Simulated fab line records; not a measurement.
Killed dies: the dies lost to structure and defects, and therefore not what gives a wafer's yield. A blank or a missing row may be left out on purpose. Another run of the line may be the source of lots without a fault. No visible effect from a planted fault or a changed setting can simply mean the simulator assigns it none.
Chamber matching + flow gf180mcu + GF_V4_CMP_26 on cmp-02: 4 sister chambers
The step polishes, stops on SiO2, t overpolish 15 s, target thk 0 nm. 8 wafers are shown with their chamber, then 9 later ones without.

WAFERS PAIRED WITH THEIR CHAMBERS
| wafer  | chamber | motorCurrentA (A) | timeToEndpointS (s) |
|--------|---------|-------------------|---------------------|
| L299.1 | 3       | 10.8              | 80                  |
| L302.5 | 2       | 11.3              | 91                  |
| L305.1 | 1       | 11.4              | 80                  |
| L305.2 | 2       | 11.7              | 88                  |
| L305.4 | 0       | 10.1              | 86                  |
| L307.1 | 0       | 9.9               | 85                  |
| L307.4 | 1       | 11.8              | 76                  |
| L307.6 | 3       | 11.6              | 79                  |

WAFERS WITHOUT THEIR CHAMBER
| wafer  | motorCurrentA (A) | timeToEndpointS (s) |
|--------|-------------------|---------------------|
| L308.4 | 11.7              | 76                  |
| L308.5 | 10.6              | 85                  |
| L308.6 | 11.7              | 80                  |
| L318.1 | 11.0              | 80                  |
| L318.4 | 11.4              | 76                  |
| L318.6 | 11.5              | 80                  |
| L320.1 | 10.4              | 82                  |
| L320.3 | 11.6              | 88                  |
| L320.6 | 11.1              | 81                  |

WHICH CHAMBER EACH WENT THROUGH
| wafer  | from the rows above          | in truth |
|--------|------------------------------|----------|
| L308.4 | can't be placed: 1 or 3      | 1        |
| L308.5 | can't be placed: 0 or 3 or 2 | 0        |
| L308.6 | can't be placed: 1 or 3      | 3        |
| L318.1 | can't be placed: 3 or 1      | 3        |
| L318.4 | can't be placed: 1 or 3      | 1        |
| L318.6 | can't be placed: 3 or 1      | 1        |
| L320.1 | can't be placed: 0 or 3 or 1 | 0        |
| L320.3 | 2                            | 2        |
| L320.6 | can't be placed: 3 or 1      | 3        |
Correct placement for 1 of the 9. These rows do not allow placing 8 (true chamber among the candidates in 8). Wrongly placed: 0.
How it was worked out, from the rows above alone: a wafer's distance from a chamber is the root of the sum, over the readings, of the square of ((its reading less the chamber's mean) divided by the reading's scatter). The wafer belongs to the nearest chamber; if the next one is less than 2 further off, it can't be placed. For every chamber, the mean is computed from those of its wafers that are shown. How the scatter is found: for the shown wafers, subtract from each reading the mean of its chamber, square and add these, divide the total by (wafers less chambers), then take the root.
